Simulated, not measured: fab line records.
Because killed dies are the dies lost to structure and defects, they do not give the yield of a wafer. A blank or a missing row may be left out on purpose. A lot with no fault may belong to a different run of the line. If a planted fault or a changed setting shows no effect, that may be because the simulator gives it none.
What tool caused it? + flow gf180mcu + 11 lots with 33 wafers sampled at 2 steps, on a route of 602 steps

== WHAT EACH GAUGE READ, for each wafer ==
GF_V3_THK_MEAS_03.
| lot  | measured     | on            | V3_CVD_02_THK (nm) |
|------|--------------|---------------|--------------------|
| L664 | day 21 02:46 | film metro-02 | 853 858 861        |
| L667 | day 22 03:13 | film metro-02 | 841 852 859        |
| L670 | day 23 10:46 | film metro-03 | 853 867 862        |
| L671 | day 23 23:19 | film metro-03 | 855 852 872        |
| L672 | day 24 21:02 | film metro-03 | 839 856 862        |
| L673 | day 25 05:08 | film metro-03 | 847 837 847        |
| L682 | day 27 12:29 | film metro-02 | 831 867 858        |
| L683 | day 28 03:24 | film metro-03 | 841 843 838        |
| L684 | day 28 06:25 | film metro-04 | 841 846 849        |
| L685 | day 28 08:53 | film metro-02 | 844 848 860        |
| L686 | day 28 16:04 | film metro-02 | 853 858 870        |

== EACH LOT AND THE TOOL THAT RAN IT (in order: tool; ch and the chambers of the sampled wafers; start) ==
| lot  | GF_V2_STRIP_18                       |
|------|--------------------------------------|
| L664 | plasma asher-04 ch 0,1, day 19 23:47 |
| L667 | plasma asher-03 ch 0,1, day 21 01:29 |
| L670 | plasma asher-01 ch 0,1, day 22 09:07 |
| L671 | plasma asher-04 ch 0, day 22 22:20   |
| L672 | plasma asher-04 ch 0,1, day 23 20:17 |
| L673 | plasma asher-04 ch 1, day 24 04:39   |
| L682 | plasma asher-03 ch 0,1, day 26 12:50 |
| L683 | plasma asher-01 ch 0,1, day 27 05:30 |
| L684 | plasma asher-03 ch 0,1, day 27 07:16 |
| L685 | plasma asher-01 ch 0,1, day 27 11:17 |
| L686 | plasma asher-04 ch 0,1, day 27 18:02 |
- GF_V2_STRIP_18: strips in O2/N2.

== THE ANSWER, worked out from the rows above alone ==
Rule: what is usual is taken from the lots themselves. Put in order of their means at a reading, lots are off if they are a third of the lots or fewer, leave a main group of 4 or more, and stand apart from it by a gap of 3 or more times the standard deviation of the main group's means; of several such gaps the widest counts. The tables above print the reading to a certain number of digits; a main group whose means all agree to those digits is not used. Also off: a lot with no number at a reading for which 4 or more lots have one. Any other lot the step has rows for is counted as sound.
No lot is off on any of the readings shown, so nothing can be concluded from this.

== WHAT THE SIMULATOR HAD PUT IN ==
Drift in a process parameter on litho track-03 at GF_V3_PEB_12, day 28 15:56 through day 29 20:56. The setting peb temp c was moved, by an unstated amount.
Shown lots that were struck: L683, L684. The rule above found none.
